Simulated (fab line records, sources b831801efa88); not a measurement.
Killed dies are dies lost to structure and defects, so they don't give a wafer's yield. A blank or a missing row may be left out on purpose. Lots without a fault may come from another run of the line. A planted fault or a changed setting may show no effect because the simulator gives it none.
Chamber matching | flow gf180mcu | GF_STI_ETCH_14 on rie_si-01: 4 sister chambers
The step etches Si in HBr/Cl2/O2, target depth 360 nm, time 102.9 s. 14 wafers are shown with their chamber, then 7 later ones without.

WAFERS WITH THEIR CHAMBER
wafer  | chamber | drypump_motor_current_A (A) | oes_product_au (a.u.) | throttle_valve_pct (%)
L845.1 | 1       | 5.8                         | 1.001                 | 25.655
L845.2 | 2       | 6.3                         | 0.983                 | 25.651
L845.4 | 3       | 6.1                         | 0.982                 | 25.658
L848.1 | 0       | 6.5                         | 1.008                 | 25.664
L848.2 | 3       | 6.1                         | 0.990                 | 25.633
L848.5 | 0       | 6.4                         | 1.012                 | 25.644
L851.1 | 2       | 6.3                         | 1.006                 | 25.655
L851.2 | 3       | 6.1                         | 0.994                 | 25.649
L851.6 | 2       | 6.3                         | 1.007                 | 25.635
L852.1 | 0       | 6.4                         | 1.019                 | 25.645
L852.4 | 3       | 6.1                         | 0.990                 | 25.667
L852.5 | 3       | 6.1                         | 1.011                 | 25.644
L859.1 | 1       | 5.8                         | 1.015                 | 25.645
L859.3 | 0       | 6.5                         | 1.016                 | 25.641

SIGNATURES (means of the wafers above)
reading                 | chamber 0 | chamber 1 | chamber 2 | chamber 3 | scatter within a chamber
drypump_motor_current_A | 6.450     | 5.800     | 6.300     | 6.100     | 0.0316
oes_product_au          | 1.01375   | 1.00800   | 0.99867   | 0.99340   | 0.00999
throttle_valve_pct      | 25.64850  | 25.65000  | 25.64700  | 25.65020  | 0.0113
Rule: a wafer's distance from a chamber is the root of the sum, over the readings, of the square of ((its reading less the chamber's mean) divided by the reading's scatter). The wafer belongs to the nearest chamber; if the next one is less than 2 further off, it can't be placed. The scatter: the root of (the sum of the squares of (reading less its chamber's mean) over the shown wafers, divided by (wafers less chambers)).

WAFERS WITHOUT THEIR CHAMBER
wafer  | drypump_motor_current_A (A) | oes_product_au (a.u.) | throttle_valve_pct (%)
L859.5 | 6.5                         | 1.027                 | 25.635
L861.4 | 6.4                         | 1.008                 | 25.656
L861.5 | 6.1                         | 0.999                 | 25.657
L861.6 | 6.3                         | 0.998                 | 25.663
L865.3 | 5.8                         | 0.988                 | 25.655
L865.4 | 6.5                         | 0.993                 | 25.664
L865.5 | 6.5                         | 1.003                 | 25.661

WHICH CHAMBER EACH WENT THROUGH
wafer  | from the rows above     | in truth
L859.5 | 0                       | 0
L861.4 | can't be placed: 0 or 2 | 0
L861.5 | 3                       | 3
L861.6 | 2                       | 2
L865.3 | 1                       | 1
L865.4 | 0                       | 0
L865.5 | 0                       | 0
Placed correctly: 6 of 7. Can't be placed from these rows: 1 (the true chamber is among the candidates in 1). Placed wrongly: 0.
